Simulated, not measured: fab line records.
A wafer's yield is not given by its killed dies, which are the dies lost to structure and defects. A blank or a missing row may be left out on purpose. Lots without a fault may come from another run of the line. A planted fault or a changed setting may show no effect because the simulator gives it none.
fab line records || flow sky130 || part 2 of 2: steps 28 to 41 of 41
record: {"lots": 5, "wafers": 15, "last_day": 51}
route steps=708 shown CAPM@547 METAL3@555 VIA3@573
lots that met no fault: from a run of the same line without faults
start_h: hours from the record's opening day to when the first of the lot's shown wafers began || wait_h: hours since the lot's step before || " the same as in the row above || L1.1+2: one row covering several wafers at once || - no value, or no start was given || * or withheld: withheld || < > ~ a bound
route shown NAME@n: a module of which the file shows steps, and the number in the route of the first || usual: mean and standard deviation over wafers with no fault || same: alike in all rows || chamber/n: place in a boat || sites: each site's reading || _std_site: standard deviation of those values || _edge_site: mean of outer sites minus mean of inner sites || radius_mm: how far each site lies from the wafer's centre || mask NAME#n: copy n || behind: tool/chamber where the wafer was last shaped || hold: reason for holding the lot/hours on hold/outcome of the hold || device: the n, p or np transistor that did not switch || end of line: tests run on the same wafers once the route is complete || step lacking rows: just its recipe || killed: dies lost to structure and defects at the first sort, not the wafer's yield || map: per-die view of a wafer (x killed, . not killed, _ where there is no die)
set.NAME: the setting that was run; set.NAME@STEP: the one run at that earlier step || model.NAME: the simulator's own value behind a step, which no gauge read
lots at some steps of the route; a table a step, a row a wafer
services: the hour from which a tool's chamber was out of use, counted from the record's first day as start_h (under 0 if before that day), plus the number of hours and why
== steps ==
step: SKY_VIA3_THK_MEAS_01
recipe: {"reads": "SiO2_of_VIA3_HDPCVD_00"}
usual: {"VIA3_HDPCVD_THK": "1635/18"}
{"lot.wafer": "L088.1", "tool": "film_metro-04", "chamber": "-", "start_h": 1065.98, "wait_h": 0.1, "VIA3_HDPCVD_THK[nm]": 1617}
{"lot.wafer": "L088.2", "tool": "film_metro-04", "chamber": "-", "start_h": 1065.98, "wait_h": 0.1, "VIA3_HDPCVD_THK[nm]": 1649}
{"lot.wafer": "L088.5", "tool": "film_metro-04", "chamber": "-", "start_h": 1065.98, "wait_h": 0.1, "VIA3_HDPCVD_THK[nm]": 1646}
{"lot.wafer": "L095.3", "tool": "film_metro-04", "chamber": "-", "start_h": 1068.49, "wait_h": 0.1, "VIA3_HDPCVD_THK[nm]": 1658}
{"lot.wafer": "L095.4", "tool": "film_metro-04", "chamber": "-", "start_h": 1068.49, "wait_h": 0.1, "VIA3_HDPCVD_THK[nm]": 1653}
{"lot.wafer": "L095.6", "tool": "film_metro-04", "chamber": "-", "start_h": 1068.49, "wait_h": 0.1, "VIA3_HDPCVD_THK[nm]": 1668}
{"lot.wafer": "L091.1", "tool": "film_metro-04", "chamber": "-", "start_h": 1071.28, "wait_h": 0.1, "VIA3_HDPCVD_THK[nm]": 1614}
{"lot.wafer": "L091.2", "tool": "film_metro-04", "chamber": "-", "start_h": 1071.28, "wait_h": 0.1, "VIA3_HDPCVD_THK[nm]": 1630}
{"lot.wafer": "L091.3", "tool": "film_metro-04", "chamber": "-", "start_h": 1071.28, "wait_h": 0.1, "VIA3_HDPCVD_THK[nm]": 1639}
{"lot.wafer": "L090.2", "tool": "film_metro-03", "chamber": "-", "start_h": 1073.12, "wait_h": 0.1, "VIA3_HDPCVD_THK[nm]": 1660}
{"lot.wafer": "L090.3", "tool": "film_metro-03", "chamber": "-", "start_h": 1073.12, "wait_h": 0.1, "VIA3_HDPCVD_THK[nm]": 1642}
{"lot.wafer": "L090.4", "tool": "film_metro-03", "chamber": "-", "start_h": 1073.12, "wait_h": 0.1, "VIA3_HDPCVD_THK[nm]": 1649}
{"lot.wafer": "L092.1", "tool": "film_metro-03", "chamber": "-", "start_h": 1077.69, "wait_h": 0.2, "VIA3_HDPCVD_THK[nm]": 1639}
{"lot.wafer": "L092.2", "tool": "film_metro-03", "chamber": "-", "start_h": 1077.69, "wait_h": 0.2, "VIA3_HDPCVD_THK[nm]": 1615}
{"lot.wafer": "L092.6", "tool": "film_metro-03", "chamber": "-", "start_h": 1077.69, "wait_h": 0.2, "VIA3_HDPCVD_THK[nm]": 1642}
step: SKY_VIA3_CMP_02
recipe: {"material": "SiO2", "down_force_psi": 4, "platen_rpm": 60, "pad_velocity_m_s": 0.94248}
usual: {"motor_current_A": "12.0/1.7", "slurry_flow_ml_min": "150.0/0.49"}
{"lot.wafer": "L088.2", "tool": "cmp-01", "chamber": 1, "start_h": 1066.04, "wait_h": 0.0, "motor_current_A": 11.6, "slurry_flow_ml_min": 150.9}
{"lot.wafer": "L088.1", "tool": "cmp-01", "chamber": 0, "start_h": 1066.04, "wait_h": 0.0, "motor_current_A": 10.7, "slurry_flow_ml_min": 149.5}
{"lot.wafer": "L088.5", "tool": "cmp-01", "chamber": 1, "start_h": 1066.04, "wait_h": 0.0, "motor_current_A": 11.8, "slurry_flow_ml_min": 150.9}
{"lot.wafer": "L095.3", "tool": "cmp-01", "chamber": 1, "start_h": 1068.58, "wait_h": 0.1, "motor_current_A": 12.8, "slurry_flow_ml_min": 150.1}
{"lot.wafer": "L095.4", "tool": "cmp-01", "chamber": 3, "start_h": 1068.58, "wait_h": 0.1, "motor_current_A": 14.3, "slurry_flow_ml_min": 149.3}
{"lot.wafer": "L095.6", "tool": "cmp-01", "chamber": 0, "start_h": 1068.58, "wait_h": 0.1, "motor_current_A": 10.4, "slurry_flow_ml_min": 150.4}
{"lot.wafer": "L091.2", "tool": "cmp-02", "chamber": 3, "start_h": 1071.34, "wait_h": 0.0, "motor_current_A": 10.2, "slurry_flow_ml_min": 149.7}
{"lot.wafer": "L091.1", "tool": "cmp-02", "chamber": 0, "start_h": 1071.34, "wait_h": 0.0, "motor_current_A": 10.9, "slurry_flow_ml_min": 150.6}
{"lot.wafer": "L091.3", "tool": "cmp-02", "chamber": 1, "start_h": 1071.34, "wait_h": 0.0, "motor_current_A": 10.4, "slurry_flow_ml_min": 150.6}
{"lot.wafer": "L090.3", "tool": "cmp-02", "chamber": 3, "start_h": 1073.25, "wait_h": 0.1, "motor_current_A": 10.1, "slurry_flow_ml_min": 149.2}
{"lot.wafer": "L090.2", "tool": "cmp-02", "chamber": 0, "start_h": 1073.25, "wait_h": 0.1, "motor_current_A": 11.7, "slurry_flow_ml_min": 150.2}
{"lot.wafer": "L090.4", "tool": "cmp-02", "chamber": 1, "start_h": 1073.25, "wait_h": 0.1, "motor_current_A": 10.8, "slurry_flow_ml_min": 149.9}
{"lot.wafer": "L092.1", "tool": "cmp-01", "chamber": 1, "start_h": 1078.32, "wait_h": 0.6, "motor_current_A": 12.0, "slurry_flow_ml_min": 149.8}
{"lot.wafer": "L092.2", "tool": "cmp-01", "chamber": 3, "start_h": 1078.32, "wait_h": 0.6, "motor_current_A": 13.8, "slurry_flow_ml_min": 150.9}
{"lot.wafer": "L092.6", "tool": "cmp-01", "chamber": 2, "start_h": 1078.32, "wait_h": 0.6, "motor_current_A": 12.6, "slurry_flow_ml_min": 149.2}
step: SKY_VIA3_BOW_MEAS_03
recipe: {"mode": "bow"}
usual: {"VIA3_BOW": "81/7.4"}
{"lot.wafer": "L088.1", "tool": "film_metro-03", "chamber": "-", "start_h": 1066.34, "wait_h": 0.1, "VIA3_BOW[um]": 79}
{"lot.wafer": "L088.2", "tool": "film_metro-03", "chamber": "-", "start_h": 1066.34, "wait_h": 0.1, "VIA3_BOW[um]": 79}
{"lot.wafer": "L088.5", "tool": "film_metro-03", "chamber": "-", "start_h": 1066.34, "wait_h": 0.1, "VIA3_BOW[um]": 69}
{"lot.wafer": "L095.3", "tool": "film_metro-03", "chamber": "-", "start_h": 1068.87, "wait_h": 0.2, "VIA3_BOW[um]": 71}
{"lot.wafer": "L095.4", "tool": "film_metro-03", "chamber": "-", "start_h": 1068.87, "wait_h": 0.2, "VIA3_BOW[um]": 72}
{"lot.wafer": "L095.6", "tool": "film_metro-03", "chamber": "-", "start_h": 1068.87, "wait_h": 0.2, "VIA3_BOW[um]": 77}
{"lot.wafer": "L091.1", "tool": "film_metro-03", "chamber": "-", "start_h": 1071.64, "wait_h": 0.2, "VIA3_BOW[um]": 80}
{"lot.wafer": "L091.2", "tool": "film_metro-03", "chamber": "-", "start_h": 1071.64, "wait_h": 0.2, "VIA3_BOW[um]": 79}
{"lot.wafer": "L091.3", "tool": "film_metro-03", "chamber": "-", "start_h": 1071.64, "wait_h": 0.2, "VIA3_BOW[um]": 73}
{"lot.wafer": "L090.2", "tool": "film_metro-03", "chamber": "-", "start_h": 1073.57, "wait_h": 0.2, "VIA3_BOW[um]": 71}
{"lot.wafer": "L090.3", "tool": "film_metro-03", "chamber": "-", "start_h": 1073.57, "wait_h": 0.2, "VIA3_BOW[um]": 91}
{"lot.wafer": "L090.4", "tool": "film_metro-03", "chamber": "-", "start_h": 1073.57, "wait_h": 0.2, "VIA3_BOW[um]": 75}
{"lot.wafer": "L092.1", "tool": "film_metro-03", "chamber": "-", "start_h": 1078.62, "wait_h": 0.2, "VIA3_BOW[um]": 74}
{"lot.wafer": "L092.2", "tool": "film_metro-03", "chamber": "-", "start_h": 1078.62, "wait_h": 0.2, "VIA3_BOW[um]": 85}
{"lot.wafer": "L092.6", "tool": "film_metro-03", "chamber": "-", "start_h": 1078.62, "wait_h": 0.2, "VIA3_BOW[um]": 80}
step: SKY_VIA3_DEHYDRATE_04
recipe: {"temp_c": 200, "time_s": 60}
{"lot.wafer": "L088.1+2+5", "tool": "litho_track-04", "chamber": 0, "start_h": 1077.08, "wait_h": 10.7}
{"lot.wafer": "L095.3+4+6", "tool": "litho_track-03", "chamber": 0, "start_h": 1079.39, "wait_h": 10.5}
{"lot.wafer": "L091.1+2+3", "tool": "litho_track-01", "chamber": 0, "start_h": 1081.58, "wait_h": 9.9}
{"lot.wafer": "L090.2+3+4", "tool": "litho_track-04", "chamber": 0, "start_h": 1082.96, "wait_h": 9.4}
{"lot.wafer": "L092.1+2+6", "tool": "litho_track-01", "chamber": 0, "start_h": 1089.53, "wait_h": 10.9}
step: SKY_VIA3_HMDS_05
recipe: {"prime_time_s": 60, "prime_temp_c": 120}
{"lot.wafer": "L088.1+2+5", "tool": "litho_track-04", "chamber": 0, "start_h": 1077.23, "wait_h": 0.1}
{"lot.wafer": "L095.3+4+6", "tool": "litho_track-03", "chamber": 0, "start_h": 1079.54, "wait_h": 0.1}
{"lot.wafer": "L091.1+2+3", "tool": "litho_track-01", "chamber": 0, "start_h": 1081.73, "wait_h": 0.1}
{"lot.wafer": "L090.2+3+4", "tool": "litho_track-04", "chamber": 0, "start_h": 1083.11, "wait_h": 0.1}
{"lot.wafer": "L092.1+2+6", "tool": "litho_track-01", "chamber": 0, "start_h": 1089.68, "wait_h": 0.1}
step: SKY_VIA3_COAT_06
recipe: {"resist": "BARC", "temp_c": "withheld", "time_s": "withheld", "spin_rpm": 3000, "resist_thk_nm": 60}
{"lot.wafer": "L088.1+2+5", "tool": "litho_track-04", "chamber": 0, "start_h": 1077.38, "wait_h": 0.1}
{"lot.wafer": "L095.3+4+6", "tool": "litho_track-03", "chamber": 0, "start_h": 1079.69, "wait_h": 0.1}
{"lot.wafer": "L091.1+2+3", "tool": "litho_track-01", "chamber": 0, "start_h": 1081.88, "wait_h": 0.1}
{"lot.wafer": "L090.2+3+4", "tool": "litho_track-04", "chamber": 0, "start_h": 1083.26, "wait_h": 0.1}
{"lot.wafer": "L092.1+2+6", "tool": "litho_track-01", "chamber": 0, "start_h": 1089.83, "wait_h": 0.1}
step: SKY_VIA3_COAT_07
recipe: {"resist": "KrF-thick", "spin_rpm": 3000, "resist_thk_nm": 450}
{"lot.wafer": "L088.1+2+5", "tool": "litho_track-04", "chamber": 0, "start_h": "-", "wait_h": "-"}
{"lot.wafer": "L095.3+4+6", "tool": "litho_track-03", "chamber": 0, "start_h": "-", "wait_h": "-"}
{"lot.wafer": "L091.1+2+3", "tool": "litho_track-01", "chamber": 0, "start_h": "-", "wait_h": "-"}
{"lot.wafer": "L090.2+3+4", "tool": "litho_track-04", "chamber": 0, "start_h": "-", "wait_h": "-"}
{"lot.wafer": "L092.1+2+6", "tool": "litho_track-01", "chamber": 0, "start_h": "-", "wait_h": "-"}
step: SKY_VIA3_SOFTBAKE_08
recipe: {"temp_c": 100, "time_s": 90, "resist": "KrF-thick"}
{"lot.wafer": "L088.1+2+5", "tool": "litho_track-04", "chamber": 0, "start_h": "-", "wait_h": "-"}
{"lot.wafer": "L095.3+4+6", "tool": "litho_track-03", "chamber": 0, "start_h": "-", "wait_h": "-"}
{"lot.wafer": "L091.1+2+3", "tool": "litho_track-01", "chamber": 0, "start_h": "-", "wait_h": "-"}
{"lot.wafer": "L090.2+3+4", "tool": "litho_track-04", "chamber": 0, "start_h": "-", "wait_h": "-"}
{"lot.wafer": "L092.1+2+6", "tool": "litho_track-01", "chamber": 0, "start_h": "-", "wait_h": "-"}
step: SKY_VIA3_EXPOSE_09
recipe: {"mask_id": "VIM3", "na": 0.8, "source_shape": "annular", "sigma_inner": 0.55, "sigma_outer": 0.85, "target_cd_nm": 200, "dose_mj": 38}
{"lot.wafer": "L088.1+2+5", "tool": "krf_scanner-01", "chamber": 0, "start_h": "-", "wait_h": "-", "mask": "VIM3#0"}
{"lot.wafer": "L095.3+4+6", "tool": "krf_scanner-01", "chamber": 0, "start_h": "-", "wait_h": "-", "mask": "VIM3#0"}
{"lot.wafer": "L091.1+2+3", "tool": "krf_scanner-02", "chamber": 0, "start_h": "-", "wait_h": "-", "mask": "VIM3#0"}
{"lot.wafer": "L090.2+3+4", "tool": "krf_scanner-01", "chamber": 0, "start_h": "-", "wait_h": "-", "mask": "VIM3#0"}
{"lot.wafer": "L092.1+2+6", "tool": "krf_scanner-02", "chamber": 0, "start_h": "-", "wait_h": "-", "mask": "VIM3#0"}
step: SKY_VIA3_PEB_10
recipe: {"peb_temp_c": "withheld", "peb_time_s": "withheld", "resist": "KrF-thick"}
{"lot.wafer": "L088.1+2+5", "tool": "litho_track-04", "chamber": 0, "start_h": "-", "wait_h": "-"}
{"lot.wafer": "L095.3+4+6", "tool": "litho_track-01", "chamber": 0, "start_h": "-", "wait_h": "-"}
{"lot.wafer": "L091.1+2+3", "tool": "litho_track-04", "chamber": 0, "start_h": "-", "wait_h": "-"}
{"lot.wafer": "L090.2+3+4", "tool": "litho_track-03", "chamber": 0, "start_h": "-", "wait_h": "-"}
{"lot.wafer": "L092.1+2+6", "tool": "litho_track-03", "chamber": 0, "start_h": "-", "wait_h": "-"}
step: SKY_VIA3_DEVELOP_11
recipe: {"develop_time_s": 60, "resist": "KrF-thick", "dev_temp_c": 21}
{"lot.wafer": "L088.1+2+5", "tool": "litho_track-04", "chamber": 0, "start_h": "-", "wait_h": "-"}
{"lot.wafer": "L095.3+4+6", "tool": "litho_track-01", "chamber": 0, "start_h": "-", "wait_h": "-"}
{"lot.wafer": "L091.1+2+3", "tool": "litho_track-04", "chamber": 0, "start_h": "-", "wait_h": "-"}
{"lot.wafer": "L090.2+3+4", "tool": "litho_track-03", "chamber": 0, "start_h": "-", "wait_h": "-"}
{"lot.wafer": "L092.1+2+6", "tool": "litho_track-03", "chamber": 0, "start_h": "-", "wait_h": "-"}
step: SKY_VIA3_CD_MEAS_12
recipe: {"target_cd_nm": 200}
usual: {"cd_nm": "200.5/1.7"}
{"lot.wafer": "L088.1", "tool": "cd_sem-02", "chamber": "-", "start_h": 1088.78, "wait_h": "-", "cd_nm": 199.3}
{"lot.wafer": "L088.2", "tool": "cd_sem-02", "chamber": "-", "start_h": 1088.78, "wait_h": "-", "cd_nm": 200.1}
{"lot.wafer": "L088.5", "tool": "cd_sem-02", "chamber": "-", "start_h": 1088.78, "wait_h": "-", "cd_nm": 198.7}
{"lot.wafer": "L095.3", "tool": "cd_sem-02", "chamber": "-", "start_h": 1092.32, "wait_h": "-", "cd_nm": 202.9}
{"lot.wafer": "L095.4", "tool": "cd_sem-02", "chamber": "-", "start_h": 1092.32, "wait_h": "-", "cd_nm": 202.8}
{"lot.wafer": "L095.6", "tool": "cd_sem-02", "chamber": "-", "start_h": 1092.32, "wait_h": "-", "cd_nm": 202.6}
{"lot.wafer": "L091.1", "tool": "cd_sem-02", "chamber": "-", "start_h": 1095.73, "wait_h": "-", "cd_nm": 200.3}
{"lot.wafer": "L091.2", "tool": "cd_sem-02", "chamber": "-", "start_h": 1095.73, "wait_h": "-", "cd_nm": 201.4}
{"lot.wafer": "L091.3", "tool": "cd_sem-02", "chamber": "-", "start_h": 1095.73, "wait_h": "-", "cd_nm": 201.1}
{"lot.wafer": "L090.2", "tool": "cd_sem-01", "chamber": "-", "start_h": 1096.96, "wait_h": "-", "cd_nm": 198.6}
{"lot.wafer": "L090.3", "tool": "cd_sem-01", "chamber": "-", "start_h": 1096.96, "wait_h": "-", "cd_nm": 198.9}
{"lot.wafer": "L090.4", "tool": "cd_sem-01", "chamber": "-", "start_h": 1096.96, "wait_h": "-", "cd_nm": 198.7}
{"lot.wafer": "L092.1", "tool": "cd_sem-02", "chamber": "-", "start_h": 1101.79, "wait_h": "-", "cd_nm": 203.0}
{"lot.wafer": "L092.2", "tool": "cd_sem-02", "chamber": "-", "start_h": 1101.79, "wait_h": "-", "cd_nm": 202.8}
{"lot.wafer": "L092.6", "tool": "cd_sem-02", "chamber": "-", "start_h": 1101.79, "wait_h": "-", "cd_nm": 202.1}
step: SKY_VIA3_OVL_MEAS_13
usual: {"VIA3_OVL": "0/5"}
{"lot.wafer": "L088.1", "tool": "overlay-01", "chamber": "-", "start_h": 1088.90, "wait_h": 0.1, "VIA3_OVL[nm]": 1}
{"lot.wafer": "L088.2", "tool": "overlay-01", "chamber": "-", "start_h": 1088.90, "wait_h": 0.1, "VIA3_OVL[nm]": -3}
{"lot.wafer": "L088.5", "tool": "overlay-01", "chamber": "-", "start_h": 1088.90, "wait_h": 0.1, "VIA3_OVL[nm]": -2}
{"lot.wafer": "L095.3", "tool": "overlay-01", "chamber": "-", "start_h": 1092.41, "wait_h": 0.1, "VIA3_OVL[nm]": -4}
{"lot.wafer": "L095.4", "tool": "overlay-01", "chamber": "-", "start_h": 1092.41, "wait_h": 0.1, "VIA3_OVL[nm]": -2}
{"lot.wafer": "L095.6", "tool": "overlay-01", "chamber": "-", "start_h": 1092.41, "wait_h": 0.1, "VIA3_OVL[nm]": 2}
{"lot.wafer": "L091.1", "tool": "overlay-01", "chamber": "-", "start_h": 1095.85, "wait_h": 0.1, "VIA3_OVL[nm]": -6}
{"lot.wafer": "L091.2", "tool": "overlay-01", "chamber": "-", "start_h": 1095.85, "wait_h": 0.1, "VIA3_OVL[nm]": -3}
{"lot.wafer": "L091.3", "tool": "overlay-01", "chamber": "-", "start_h": 1095.85, "wait_h": 0.1, "VIA3_OVL[nm]": -3}
{"lot.wafer": "L090.2", "tool": "overlay-02", "chamber": "-", "start_h": 1097.06, "wait_h": 0.1, "VIA3_OVL[nm]": 6}
{"lot.wafer": "L090.3", "tool": "overlay-02", "chamber": "-", "start_h": 1097.06, "wait_h": 0.1, "VIA3_OVL[nm]": 7}
{"lot.wafer": "L090.4", "tool": "overlay-02", "chamber": "-", "start_h": 1097.06, "wait_h": 0.1, "VIA3_OVL[nm]": 3}
{"lot.wafer": "L092.1", "tool": "overlay-01", "chamber": "-", "start_h": 1101.91, "wait_h": 0.1, "VIA3_OVL[nm]": 0}
{"lot.wafer": "L092.2", "tool": "overlay-01", "chamber": "-", "start_h": 1101.91, "wait_h": 0.1, "VIA3_OVL[nm]": 1}
{"lot.wafer": "L092.6", "tool": "overlay-01", "chamber": "-", "start_h": 1101.91, "wait_h": 0.1, "VIA3_OVL[nm]": 0}
step: SKY_VIA3_ETCH_14
recipe: {"chemistry": "N2/H2", "target": "BARC", "ion_energy_ev": 200, "source_w": 500, "bias_w": 100, "pressure_mtorr": 30, "n2_flow_sccm": 100, "h2_flow_sccm": 200, "stop_on": "SiO2", "time_s": 45.9, "target_depth_a": 600}
usual: {"drypump_motor_current_A": "5.6/0.4", "oes_product_au": "0.854/0.0045", "throttle_valve_pct": "13.225/0.0087"}
{"lot.wafer": "L088.1", "tool": "rie_diel-02", "chamber": 2, "start_h": 1088.94, "wait_h": 0.0, "drypump_motor_current_A": 5.2, "oes_product_au": 0.854, "rf_hours_counter_h": 23, "throttle_valve_pct": 13.224}
{"lot.wafer": "L088.2", "tool": "rie_diel-02", "chamber": 0, "start_h": 1088.94, "wait_h": 0.0, "drypump_motor_current_A": 6.5, "oes_product_au": 0.867, "rf_hours_counter_h": 18, "throttle_valve_pct": 13.222}
{"lot.wafer": "L088.5", "tool": "rie_diel-02", "chamber": 2, "start_h": 1088.94, "wait_h": 0.0, "drypump_motor_current_A": 5.2, "oes_product_au": 0.857, "rf_hours_counter_h": "-", "throttle_valve_pct": 13.220}
{"lot.wafer": "L095.3", "tool": "rie_diel-03", "chamber": 1, "start_h": 1092.44, "wait_h": 0.0, "drypump_motor_current_A": 4.7, "oes_product_au": 0.856, "rf_hours_counter_h": 16, "throttle_valve_pct": 13.240}
{"lot.wafer": "L095.4", "tool": "rie_diel-03", "chamber": 3, "start_h": 1092.44, "wait_h": 0.0, "drypump_motor_current_A": 5.7, "oes_product_au": 0.850, "rf_hours_counter_h": 20, "throttle_valve_pct": 13.246}
{"lot.wafer": "L095.6", "tool": "rie_diel-03", "chamber": 3, "start_h": 1092.44, "wait_h": 0.0, "drypump_motor_current_A": 5.7, "oes_product_au": 0.855, "rf_hours_counter_h": "-", "throttle_valve_pct": 13.231}
{"lot.wafer": "L091.1", "tool": "rie_diel-03", "chamber": 1, "start_h": 1095.89, "wait_h": 0.0, "drypump_motor_current_A": 4.7, "oes_product_au": 0.857, "rf_hours_counter_h": 16, "throttle_valve_pct": 13.236}
{"lot.wafer": "L091.2", "tool": "rie_diel-03", "chamber": 0, "start_h": 1095.89, "wait_h": 0.0, "drypump_motor_current_A": 5.5, "oes_product_au": 0.853, "rf_hours_counter_h": 24, "throttle_valve_pct": 13.223}
{"lot.wafer": "L091.3", "tool": "rie_diel-03", "chamber": 2, "start_h": 1095.89, "wait_h": 0.0, "drypump_motor_current_A": 5.8, "oes_product_au": 0.852, "rf_hours_counter_h": 9, "throttle_valve_pct": 13.245}
{"lot.wafer": "L090.2", "tool": "rie_diel-04", "chamber": 2, "start_h": 1097.09, "wait_h": 0.0, "drypump_motor_current_A": 5.8, "oes_product_au": 0.845, "rf_hours_counter_h": 26, "throttle_valve_pct": 13.217}
{"lot.wafer": "L090.3", "tool": "rie_diel-04", "chamber": 3, "start_h": 1097.09, "wait_h": 0.0, "drypump_motor_current_A": 6.0, "oes_product_au": 0.851, "rf_hours_counter_h": 21, "throttle_valve_pct": 13.235}
{"lot.wafer": "L090.4", "tool": "rie_diel-04", "chamber": 0, "start_h": 1097.09, "wait_h": 0.0, "drypump_motor_current_A": 5.5, "oes_product_au": 0.845, "rf_hours_counter_h": 20, "throttle_valve_pct": 13.219}
{"lot.wafer": "L092.1", "tool": "rie_diel-04", "chamber": 1, "start_h": 1101.94, "wait_h": 0.0, "drypump_motor_current_A": 5.7, "oes_product_au": 0.857, "rf_hours_counter_h": 17, "throttle_valve_pct": 13.226}
{"lot.wafer": "L092.2", "tool": "rie_diel-04", "chamber": 3, "start_h": 1101.94, "wait_h": 0.0, "drypump_motor_current_A": 6.0, "oes_product_au": 0.852, "rf_hours_counter_h": 21, "throttle_valve_pct": 13.229}
{"lot.wafer": "L092.6", "tool": "rie_diel-04", "chamber": 3, "start_h": 1101.94, "wait_h": 0.0, "drypump_motor_current_A": 6.0, "oes_product_au": 0.859, "rf_hours_counter_h": "-", "throttle_valve_pct": 13.211}
== services ==
{"tool": "krf_scanner-02", "chamber": "-", "start_h": 1019.07, "hours": 0.9, "kind": "repair"}
{"tool": "rie_diel-02", "chamber": 3, "start_h": 1025.58, "hours": 2.5, "kind": "repair"}
{"tool": "rie_diel-02", "chamber": 1, "start_h": 1033.53, "hours": 4.3, "kind": "repair"}
{"tool": "hdpcvd-02", "chamber": "-", "start_h": 1038.69, "hours": 0.9, "kind": "repair"}
{"tool": "krf_scanner-01", "chamber": "-", "start_h": 1041.45, "hours": 1.3, "kind": "pm"}
{"tool": "krf_scanner-01", "chamber": "-", "start_h": 1044.59, "hours": 4.0, "kind": "pm"}
{"tool": "rie_diel-02", "chamber": 1, "start_h": 1046.80, "hours": 2.8, "kind": "repair"}
{"tool": "hdpcvd-01", "chamber": "-", "start_h": 1047.64, "hours": 2.8, "kind": "pm"}
{"tool": "krf_scanner-01", "chamber": "-", "start_h": 1050.98, "hours": 1.6, "kind": "repair"}
{"tool": "cmp-01", "chamber": "-", "start_h": 1051.17, "hours": 1.5, "kind": "repair"}
{"tool": "krf_scanner-02", "chamber": "-", "start_h": 1051.50, "hours": 3.1, "kind": "repair"}
{"tool": "krf_scanner-02", "chamber": "-", "start_h": 1054.57, "hours": 0.8, "kind": "pm"}
{"tool": "plasma_asher-03", "chamber": "-", "start_h": 1055.27, "hours": 9.0, "kind": "pm"}
{"tool": "rie_diel-04", "chamber": "-", "start_h": 1059.80, "hours": 1.0, "kind": "repair"}
{"tool": "cmp-01", "chamber": "-", "start_h": 1062.67, "hours": 1.7, "kind": "repair"}
{"tool": "rie_metal-04", "chamber": 0, "start_h": 1062.89, "hours": 6.8, "kind": "repair"}
{"tool": "plasma_asher-01", "chamber": "-", "start_h": 1063.74, "hours": 2.0, "kind": "repair"}
{"tool": "krf_scanner-01", "chamber": "-", "start_h": 1067.73, "hours": 1.0, "kind": "pm"}
{"tool": "rie_diel-02", "chamber": 1, "start_h": 1068.18, "hours": 8.5, "kind": "repair"}
{"tool": "krf_scanner-02", "chamber": "-", "start_h": 1068.73, "hours": 1.0, "kind": "pm"}
{"tool": "cmp-01", "chamber": "-", "start_h": 1072.69, "hours": 5.3, "kind": "pm"}
{"tool": "rie_diel-04", "chamber": "-", "start_h": 1081.89, "hours": 0.8, "kind": "repair"}
{"tool": "wet_bench-03", "chamber": "-", "start_h": 1086.06, "hours": 1.6, "kind": "repair"}
{"tool": "cmp-01", "chamber": "-", "start_h": 1092.75, "hours": 5.9, "kind": "pm"}
